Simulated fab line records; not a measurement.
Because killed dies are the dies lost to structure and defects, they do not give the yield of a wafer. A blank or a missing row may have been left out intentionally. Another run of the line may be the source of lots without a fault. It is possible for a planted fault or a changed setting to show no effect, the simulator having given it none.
What tool caused it? -- flow gf180mcu -- 6 lots with 18 wafers sampled at 4 steps, on a route of 602 steps

WHAT THE GAUGES SHOWED, per wafer
GF_VT_IMPLANT_TW_MEAS_10.
lot,measured,on,VT_IMPLANT_TW
L831,day 5 19:55,film-metro-02,561 562 560
L833,day 6 09:06,film-metro-02,562 557 558
L837,day 7 11:01,film-metro-04,570 570 569
L841,day 8 11:30,film-metro-01,566 569 565
L844,day 9 05:37,film-metro-04,572 570 571
L849,day 10 12:59,film-metro-04,1261 1265 1258

WHICH TOOL RAN EACH LOT (tool, then ch and the chambers of the sampled wafers, then the start)
lot,GF_STI_CMP_25,GF_NWELL_STRIP_10,GF_VT_IMPLANT_IMPLANT_08
L831,"cmp-01 ch 2,3, day 2 08:42","plasma-asher-02 ch 0,1, day 3 12:53","implanter-04 ch 0, day 5 19:41"
L833,"cmp-01 ch 1,2,3, day 2 20:05","plasma-asher-02 ch 0,1, day 3 23:40","implanter-04 ch 0, day 6 08:52"
L837,"cmp-01 ch 2,3, day 3 16:59","plasma-asher-01 ch 1, day 4 23:10","implanter-04 ch 0, day 7 10:47"
L841,"cmp-01 ch 1,2,3, day 4 12:18","plasma-asher-03 ch 0,1, day 5 19:46","implanter-04 ch 0, day 8 11:15"
L844,"cmp-01 ch 0,3, day 5 04:29","plasma-asher-03 ch 0,1, day 6 12:19","implanter-04 ch 0, day 9 05:25"
L849,"cmp-01 ch 0,1,2, day 6 05:03","plasma-asher-03 ch 0,1, day 7 15:26","implanter-01 ch 0, day 10 12:44"
- GF_STI_CMP_25: polishes, stops on Si3N4, t overpolish 33 s, target thk 524.6 nm.
- GF_NWELL_STRIP_10: strips in O2/N2.
- GF_VT_IMPLANT_IMPLANT_08

THE ANSWER, worked out from the rows above alone
Rule: the lots themselves supply what counts as usual. Put in order of their means at a reading, lots are off if they are a third of the lots or fewer, leave a main group of 4 or more, and stand apart from it by a gap of 3 or more times the standard deviation of the main group's means; of several such gaps the widest counts. The tables above print the reading to a certain number of digits; a main group whose means all agree to those digits is not used. Also off: a lot with no number at a reading for which 4 or more lots have one. Any other lot the step has rows for is counted as sound.
Off: L849, seen at GF_VT_IMPLANT_TW_MEAS_10 (VT_IMPLANT_TW). For the main group the mean is 565 and the standard deviation 4.7.
If a tool, at a process step before that reading, ran all the lots that are off and no sound lot after the first of them, it fits. Gauges at GF_VT_IMPLANT_TW_MEAS_10: tried the same way as those tools. Can't be told from this: 4 tools fit, cmp-01 at GF_STI_CMP_25, plasma-asher-03 at GF_NWELL_STRIP_10, implanter-01 at GF_VT_IMPLANT_IMPLANT_08, film-metro-04 at GF_VT_IMPLANT_TW_MEAS_10.

WHAT THE SIMULATOR PUT IN
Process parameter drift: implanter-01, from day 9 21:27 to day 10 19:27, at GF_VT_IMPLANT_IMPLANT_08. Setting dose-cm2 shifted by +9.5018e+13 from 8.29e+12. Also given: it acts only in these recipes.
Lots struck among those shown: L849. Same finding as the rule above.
